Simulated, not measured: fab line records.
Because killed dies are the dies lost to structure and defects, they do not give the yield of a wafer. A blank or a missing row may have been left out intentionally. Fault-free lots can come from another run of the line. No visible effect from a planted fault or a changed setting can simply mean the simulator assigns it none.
fab line records	flow sfqLine
record lots=14	wafers=42	lastDay=79
route steps=325 shown I3@143 I4@164 R5@216 M8@322
lots that met no fault: taken from a fault-free run of the same line
startH: hours from the record's first day to the start of the lot's first wafer shown	waitH: hours from the lot's prior step to this one	" the same as in the row above	L1.1+2: one row covering several wafers at once	- value missing, or start not given	* or withheld: withheld	< > ~ a bound
route shown NAME@n: a module of which the file shows steps, and the number in the route of the first	usual: mean/standard deviation taken from wafers without a fault	same: alike in all rows	chamber/n: place in a boat	sites: each site's reading	_std_site: the standard deviation of these	_edge_site: mean of outer sites minus mean of inner sites	radiusMm: for every site, how far away it sits from the centre of the wafer	mask NAME#n: copy n	behind: the most recent tool/chamber to have shaped the wafer	hold: cause of the lot's hold/its duration in hours/its outcome	device: the transistor (n, p or np) that didn't switch	end of line: the route-end tests of the same wafers	a step without rows: its recipe alone	killed: dies lost to structure and defects at the first sort, not the wafer's yield	map: a wafer's dies, x killed, . not, _ none there
set.NAME: the run value of the setting; set.NAME@STEP: its run value at that earlier step	model.NAME: the simulator's own value behind a step, which no gauge read
steps of the route over a sample of lots; a table a step, a row a wafer
services: from which hour (startH, from the record's first day; less than 0 if before it) a tool's chamber was out of use, for how many hours, and why
## steps
# step SFQ_I3_OVL_MEAS_923
# usual I3_OVL=-1/5.8
lot.wafer	tool	chamber	startH	waitH	I3_OVL[nm]
L666.1	overlay-01	-	750.97	0.1	8
L666.3	"	-	"	"	0
L666.4	"	-	"	"	1
L667.1	overlay-02	-	756.97	0.1	-7
L667.5	"	-	"	"	-8
L667.6	"	-	"	"	-3
L668.2	overlay-02	-	766.58	0.1	6
L668.3	"	-	"	"	7
L668.4	"	-	"	"	-1
L669.1	overlay-01	-	780.87	0.1	-3
L669.2	"	-	"	"	6
L669.5	"	-	"	"	-1
L670.4	overlay-01	-	791.69	0.1	-3
L670.5	"	-	"	"	0
L670.6	"	-	"	"	-1
L671.3	overlay-02	-	795.28	0.1	-7
L671.4	"	-	"	"	-10
L671.6	"	-	"	"	-5
L672.1	overlay-02	-	806.07	0.1	-7
L672.2	"	-	"	"	1
L672.4	"	-	"	"	1
L673.1	overlay-01	-	813.27	0.1	5
L673.3	"	-	"	"	4
L673.5	"	-	"	"	0
L674.3	overlay-01	-	820.48	0.1	3
L674.4	"	-	"	"	1
L674.5	"	-	"	"	-3
L675.4	overlay-01	-	835.64	0.1	-14
L675.5	"	-	"	"	-1
L675.6	"	-	"	"	-12
L676.1	overlay-01	-	838.02	0.1	9
L676.2	"	-	"	"	6
L676.4	"	-	"	"	13
L677.1	overlay-01	-	844.02	0.1	4
L677.2	"	-	"	"	-6
L677.4	"	-	"	"	-5
L682.1	overlay-02	-	884.82	0.1	-1
L682.2	"	-	"	"	0
L682.5	"	-	"	"	-4
L684.1	overlay-02	-	899.22	0.1	9
L684.4	"	-	"	"	8
L684.6	"	-	"	"	8
# step SFQ_TRILAYER_I4_CMP_CMP_100
# recipe material=SiO2	downForcePsi=3	platenRpm=60	padVelocityMS=0.94248
# usual motorCurrentA=10.1/0.57	timeToEndpointS=214/11
lot.wafer	tool	chamber	startH	waitH	motorCurrentA	timeToEndpointS
L666.1	cmp-02	0	870.51	55.3	9.6	201
L666.4	"	1	"	"	9.6	220
L666.3	"	2	"	"	9.5	204
L667.1	cmp-01	1	881.88	59.5	10.6	213
L667.6	"	3	882.88	60.4	11.1	224
L667.5	"	0	"	"	9.9	234
L668.2	cmp-01	1	889.88	57.1	10.7	194
L668.3	"	3	890.88	58.1	10.7	203
L668.4	"	0	"	"	9.7	208
L669.1	cmp-01	3	904.39	57.8	11.0	216
L669.2	"	2	905.89	59.3	10.2	220
L669.5	"	0	906.89	60.3	9.7	242
L670.4	cmp-01	2	916.39	58.7	10.4	213
L670.5	"	2	918.39	60.7	10.3	203
L670.6	"	3	"	"	11.0	224
L671.3	cmp-01	0	923.39	62.1	10.5	224
L671.4	"	2	924.39	63.1	10.6	217
L671.6	"	1	925.89	64.6	10.4	206
L672.4	cmp-01	2	932.39	62.6	10.2	225
L672.2	"	3	"	"	11.2	228
L672.1	"	1	933.89	64.1	10.5	206
L673.1	cmp-02	0	933.21	60.4	9.6	227
L673.3	"	2	934.21	61.4	10.3	204
L673.5	"	1	935.71	62.8	9.6	229
L674.4	cmp-02	3	942.71	62.2	10.2	201
L674.3	"	0	"	"	9.3	214
L674.5	"	2	944.21	63.7	8.8	216
L675.4	cmp-01	2	951.39	60.5	10.7	218
L675.6	"	0	952.39	61.5	9.9	216
L675.5	"	1	"	"	10.8	204
L676.1	cmp-02	3	954.21	60.8	10.4	196
L676.4	"	1	955.21	61.7	9.8	223
L676.2	"	2	"	"	9.3	208
L677.1	cmp-01	2	959.39	62.1	10.6	208
L677.2	"	3	"	"	11.4	208
L677.4	"	0	"	"	9.7	224
L682.1	cmp-02	0	991.70	67.0	9.9	252
L682.2	"	3	993.20	68.5	9.9	239
L682.5	"	0	"	"	10.0	266
L684.4	cmp-02	0	1006.70	72.4	9.9	259
L684.1	"	2	1007.70	73.4	9.8	243
L684.6	"	0	1008.70	74.4	9.5	264
# step SFQ_I4_BOW_MEAS_927
# recipe mode=bow
# usual I4_BOW=6/10
lot.wafer	tool	chamber	startH	waitH	I4_BOW[um]
L666.1	filmMetro-02	-	873.51	2.5	-1
L666.3	"	-	"	"	11
L666.4	"	-	"	"	6
L667.1	filmMetro-02	-	883.88	1.5	24
L667.5	"	-	"	"	25
L667.6	"	-	"	"	21
L668.2	filmMetro-01	-	892.90	2.5	10
L668.3	"	-	"	"	12
L668.4	"	-	"	"	21
L669.1	filmMetro-01	-	907.39	2.5	-1
L669.2	"	-	"	"	-1
L669.5	"	-	"	"	-6
L670.4	filmMetro-01	-	919.45	2.6	8
L670.5	"	-	"	"	0
L670.6	"	-	"	"	3
L671.3	filmMetro-01	-	926.43	2.5	8
L671.4	"	-	"	"	7
L671.6	"	-	"	"	2
L672.1	filmMetro-03	-	935.39	1.0	7
L672.2	"	-	"	"	3
L672.4	"	-	"	"	4
L673.1	filmMetro-02	-	936.21	2.5	28
L673.3	"	-	"	"	25
L673.5	"	-	"	"	28
L674.3	filmMetro-03	-	945.25	1.5	20
L674.4	"	-	"	"	18
L674.5	"	-	"	"	14
L675.4	filmMetro-02	-	953.45	1.6	7
L675.5	"	-	"	"	3
L675.6	"	-	"	"	8
L676.1	filmMetro-03	-	957.21	2.5	-16
L676.2	"	-	"	"	-29
L676.4	"	-	"	"	-7
L677.1	filmMetro-02	-	962.39	2.5	14
L677.2	"	-	"	"	6
L677.4	"	-	"	"	-1
L682.1	filmMetro-02	-	994.70	2.5	8
L682.2	"	-	"	"	13
L682.5	"	-	"	"	1
L682.1	filmMetro-02	-	996.02	1.3	-
L682.2	"	-	"	"	-
L682.5	"	-	"	"	-
L684.1	filmMetro-02	-	1009.70	1.5	-10
L684.4	"	-	"	"	-3
L684.6	"	-	"	"	5
L684.1	filmMetro-02	-	1011.02	1.3	-
L684.4	"	-	"	"	-
L684.6	"	-	"	"	-
# step SFQ_TRILAYER_I4_METRO_MEASURE_101
# usual thkNm=200.1/1.5
lot.wafer	tool	chamber	startH	waitH	thkNm
L666.1	filmMetro-02	-	873.63	0.1	201.0
L666.3	"	-	"	"	199.3
L666.4	"	-	"	"	203.3
L667.1	filmMetro-02	-	884.00	0.1	199.2
L667.5	"	-	"	"	202.3
L667.6	"	-	"	"	199.8
L668.2	filmMetro-01	-	893.20	0.3	199.5
L668.3	"	-	"	"	201.8
L668.4	"	-	"	"	202.1
L669.1	filmMetro-01	-	907.51	0.1	201.6
L669.2	"	-	"	"	201.4
L669.5	"	-	"	"	202.1
L670.4	filmMetro-01	-	920.11	0.6	200.1
L670.5	"	-	"	"	199.9
L670.6	"	-	"	"	199.6
L671.3	filmMetro-01	-	926.91	0.5	202.9
L671.4	"	-	"	"	199.6
L671.6	"	-	"	"	197.0
L672.1	filmMetro-03	-	935.51	0.1	199.0
L672.2	"	-	"	"	201.6
L672.4	"	-	"	"	201.8
L673.1	filmMetro-02	-	936.33	0.1	199.5
L673.3	"	-	"	"	197.4
L673.5	"	-	"	"	199.5
L674.3	filmMetro-03	-	945.73	0.5	200.1
L674.4	"	-	"	"	198.7
L674.5	"	-	"	"	198.7
L675.4	filmMetro-02	-	954.11	0.6	199.7
L675.5	"	-	"	"	196.9
L675.6	"	-	"	"	201.1
L676.1	filmMetro-03	-	957.33	0.1	197.7
L676.2	"	-	"	"	198.4
L676.4	"	-	"	"	201.4
L677.1	filmMetro-02	-	962.51	0.1	199.3
L677.2	"	-	"	"	199.2
L677.4	"	-	"	"	201.3
L682.1	filmMetro-02	-	999.02	3.0	150.9
L682.2	"	-	"	"	148.9
L682.5	"	-	"	"	150.9
L682.1	filmMetro-02	-	1000.39	1.2	150.9
L682.2	"	-	"	"	149.0
L682.5	"	-	"	"	151.2
L684.1	filmMetro-02	-	1012.56	1.5	149.3
L684.4	"	-	"	"	150.4
L684.6	"	-	"	"	150.1
L684.1	filmMetro-02	-	1014.02	1.3	149.3
L684.4	"	-	"	"	150.3
L684.6	"	-	"	"	150.0
# step SFQ_TRILAYER_I4_VIA_ETCH_VIA_ETCH_106
# recipe target=SiO2	stopOn=Nb	maskMaterial=PR	taperDeg=20	chemistry=CHF3	targetDepthNm=260	sourceW=500	biasW=80	pressureMtorr=30	timeS=withheld
# usual drypumpMotorCurrentA=5.6/0.38	oesProductAu=0.854/0.0054
lot.wafer	tool	chamber	startH	waitH	drypumpMotorCurrentA	oesProductAu
L666.1	rieDiel-03	1	954.40	0.0	5.4	0.853
L666.3	"	2	"	"	5.7	0.850
L666.4	"	3	"	"	5.9	0.858
L667.1	rieDiel-03	3	966.40	0.0	5.9	0.853
L667.5	"	3	"	"	5.8	0.855
L667.6	"	0	"	"	4.8	0.855
L668.2	rieDiel-03	1	981.57	0.0	5.4	0.854
L668.3	"	0	"	"	4.8	0.859
L668.4	"	3	"	"	5.9	0.859
L669.1	rieDiel-02	0	998.37	0.0	6.0	0.853
L669.2	"	2	"	"	5.8	0.854
L669.5	"	0	"	"	6.0	0.866
L670.4	rieDiel-01	1	1015.20	0.1	5.8	0.858
L670.5	"	0	"	"	5.6	0.850
L670.6	"	3	"	"	6.2	0.859
L671.3	rieDiel-03	1	1017.54	0.0	5.4	0.850
L671.4	"	0	"	"	4.8	0.846
L671.6	"	2	"	"	5.7	0.844
L672.1	rieDiel-02	3	1027.14	0.0	5.8	0.851
L672.2	"	0	"	"	6.1	0.863
L672.4	"	2	"	"	5.8	0.857
L673.1	rieDiel-01	3	1028.34	0.0	6.2	0.860
L673.3	"	1	"	"	5.8	0.851
L673.5	"	0	"	"	5.6	0.854
L674.3	rieDiel-02	0	1040.34	0.0	6.0	0.855
L674.4	"	2	"	"	5.8	0.849
L674.5	"	2	"	"	5.8	0.850
L675.4	rieDiel-02	3	1047.54	0.0	5.8	0.854
L675.5	"	2	"	"	5.8	0.847
L675.6	"	3	"	"	5.8	0.857
L676.1	rieDiel-03	0	1052.34	0.0	4.8	0.852
L676.2	"	2	"	"	5.7	0.850
L676.4	"	1	"	"	5.5	0.859
L677.1	rieDiel-01	3	1057.14	0.0	6.2	0.859
L677.2	"	0	"	"	5.6	0.853
L677.4	"	1	"	"	5.8	0.849
L682.1	rieDiel-01	2	1092.10	0.0	5.8	0.734
L682.2	"	1	"	"	5.8	0.729
L682.5	"	2	"	"	5.8	0.750
L684.1	rieDiel-03	2	1113.82	0.0	5.7	0.734
L684.4	"	3	"	"	5.9	0.735
L684.6	"	1	"	"	5.4	0.740
# step SFQ_R5_THK_MEAS_934
# recipe thkMeasGauge=xrf	reads=MoNx_of_TRILAYER_R5_DEP_SPUTTER_133
# usual R5_MONX_THK=41.0/0.56
lot.wafer	tool	chamber	startH	waitH	R5_MONX_THK[nm]
L666.1	filmMetro-01	-	1105.11	0.1	41.8
L666.3	"	-	"	"	40.8
L666.4	"	-	"	"	41.0
L667.1	filmMetro-03	-	1108.11	0.1	41.3
L667.5	"	-	"	"	41.7
L667.6	"	-	"	"	41.1
L668.2	filmMetro-01	-	1114.01	0.1	40.6
L668.3	"	-	"	"	40.3
L668.4	"	-	"	"	40.0
L669.1	filmMetro-04	-	1120.11	0.1	40.7
L669.2	"	-	"	"	40.6
L669.5	"	-	"	"	40.9
L670.4	filmMetro-01	-	1135.35	0.1	40.5
L670.5	"	-	"	"	40.1
L670.6	"	-	"	"	40.2
L671.3	filmMetro-01	-	1139.77	0.1	40.3
L671.4	"	-	"	"	40.7
L671.6	"	-	"	"	40.1
L672.1	filmMetro-04	-	1158.61	0.1	42.1
L672.2	"	-	"	"	40.7
L672.4	"	-	"	"	40.9
L673.1	filmMetro-01	-	1159.95	0.1	41.2
L673.3	"	-	"	"	40.7
L673.5	"	-	"	"	40.6
L674.3	filmMetro-04	-	1173.87	0.1	39.8
L674.4	"	-	"	"	40.4
L674.5	"	-	"	"	40.4
L675.4	filmMetro-01	-	1332.80	0.1	41.4
L675.5	"	-	"	"	41.1
L675.6	"	-	"	"	41.4
L676.1	filmMetro-04	-	1341.03	0.1	40.5
L676.2	"	-	"	"	41.1
L676.4	"	-	"	"	40.5
L677.1	filmMetro-01	-	1353.20	0.1	41.4
L677.2	"	-	"	"	42.1
L677.4	"	-	"	"	41.8
L682.1	filmMetro-04	-	1392.26	0.1	41.4
L682.2	"	-	"	"	41.4
L682.5	"	-	"	"	40.9
L684.1	filmMetro-03	-	1415.93	0.1	40.7
L684.4	"	-	"	"	40.2
L684.6	"	-	"	"	41.3
# step SFQ_M8_RS_MEAS_949
# recipe thkMeasGauge=four-point-probe	reads=Au_of_TRILAYER_M8_DEP_EVAP_196+Pt_of_TRILAYER_M8_DEP_EVAP_198+Ti_of_TRILAYER_M8_DEP_EVAP_197
# usual M8_AU_RS=0.1530/0.0022
lot.wafer	tool	chamber	startH	waitH	M8_AU_RS[ohm/sq]
L666.1	filmMetro-03	-	1817.54	0.3	0.1497
L666.3	"	-	"	"	0.1531
L666.4	"	-	"	"	0.1492
L667.1	filmMetro-02	-	1825.94	0.3	0.1525
L667.5	"	-	"	"	0.1532
L667.6	"	-	"	"	0.1514
L668.2	filmMetro-03	-	1829.56	0.3	0.1488
L668.3	"	-	"	"	0.1499
L668.4	"	-	"	"	0.1505
L669.1	filmMetro-01	-	1833.27	0.3	0.1544
L669.2	"	-	"	"	0.1534
L669.5	"	-	"	"	0.1520
L670.4	filmMetro-01	-	1844.25	0.3	0.1514
L670.5	"	-	"	"	0.1549
L670.6	"	-	"	"	0.1518
L671.3	filmMetro-02	-	1849.91	0.3	0.1506
L671.4	"	-	"	"	0.1532
L671.6	"	-	"	"	0.1508
L672.1	filmMetro-02	-	1854.67	0.3	0.1528
L672.2	"	-	"	"	0.1542
L672.4	"	-	"	"	0.1558
L673.1	filmMetro-02	-	1860.67	0.3	0.1522
L673.3	"	-	"	"	0.1547
L673.5	"	-	"	"	0.1510
L674.3	filmMetro-03	-	1863.11	0.3	0.1506
L674.4	"	-	"	"	0.1535
L674.5	"	-	"	"	0.1517
L675.4	filmMetro-01	-	1876.33	0.3	0.1514
L675.5	"	-	"	"	0.1523
L675.6	"	-	"	"	0.1572
L676.1	filmMetro-02	-	1878.67	0.3	0.1508
L676.2	"	-	"	"	0.1537
L676.4	"	-	"	"	0.1504
L677.1	filmMetro-03	-	1881.07	0.3	0.1545
L677.2	"	-	"	"	0.1495
L677.4	"	-	"	"	0.1542
L682.1	filmMetro-02	-	1891.87	0.3	0.1555
L682.2	"	-	"	"	0.1511
L682.5	"	-	"	"	0.1549
L684.1	filmMetro-02	-	1900.27	0.3	0.1533
L684.4	"	-	"	"	0.1512
L684.6	"	-	"	"	0.1530
## services
tool	chamber	startH	hours	kind
cmp-01	-	854.15	2.7	repair
cmp-02	-	865.47	1.1	repair
rieDiel-02	1	865.56	18.4	repair
rieDiel-01	3	871.66	9.7	repair
rieDiel-03	-	873.87	0.5	repair
rieDiel-03	0	875.55	14.3	repair
filmMetro-02	-	881.53	0.9	pm
filmMetro-01	-	883.53	0.4	pm
rieDiel-01	-	885.94	2.8	pm
rieDiel-02	3	894.15	7.2	repair
rieDiel-01	0	914.30	3.9	repair
rieDiel-03	1	917.63	6.1	repair
cmp-01	-	919.39	4.0	pm
rieDiel-02	0	921.85	3.4	repair
rieDiel-02	2	923.87	5.3	repair
filmMetro-02	-	940.53	0.3	pm
rieDiel-02	2	961.93	11.3	repair
cmp-01	-	983.39	6.2	pm
cmp-02	-	1009.75	0.3	repair
filmMetro-02	-	1062.60	13.4	pm
filmMetro-02	-	1076.01	0.9	pm
cmp-01	-	1081.70	0.5	repair
cmp-02	-	1082.87	0.5	repair
cmp-02	-	1090.70	4.0	pm
## key
firstSign step=SFQ_TRILAYER_I4_CMP_CMP_100	reading=timeToEndpointS	direction=up	sigmas=3.7	usual=*	struck=*
effect step=SFQ_I4_BOW_MEAS_927	reading=visit	direction=added
effect step=SFQ_TRILAYER_I4_METRO_MEASURE_101	reading=visit	direction=added
effect step=SFQ_TRILAYER_I4_METRO_MEASURE_101	reading=thkNm	direction=down	sigmas=34	usual=200.1	struck=150.1
effect step=SFQ_TRILAYER_I4_VIA_ETCH_VIA_ETCH_106	reading=oesProductAu	direction=down	sigmas=22	usual=0.854	struck=0.737
metAt SFQ_TRILAYER_I4_CMP_CMP_100
struckLots L682,L684
notActingAt SFQ_I3_OVL_MEAS_923,SFQ_R5_THK_MEAS_934,SFQ_M8_RS_MEAS_949
onsetBetween 954.21 991.70
fault kind=processParameterDrift	tool=cmp-02	chamber=-	onsetH=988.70	steps=SFQ_TRILAYER_I4_CMP_CMP_100	channel=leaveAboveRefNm	offset=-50	shape=step	endH=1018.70	actsIn=theseRecipesOnly	stated=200
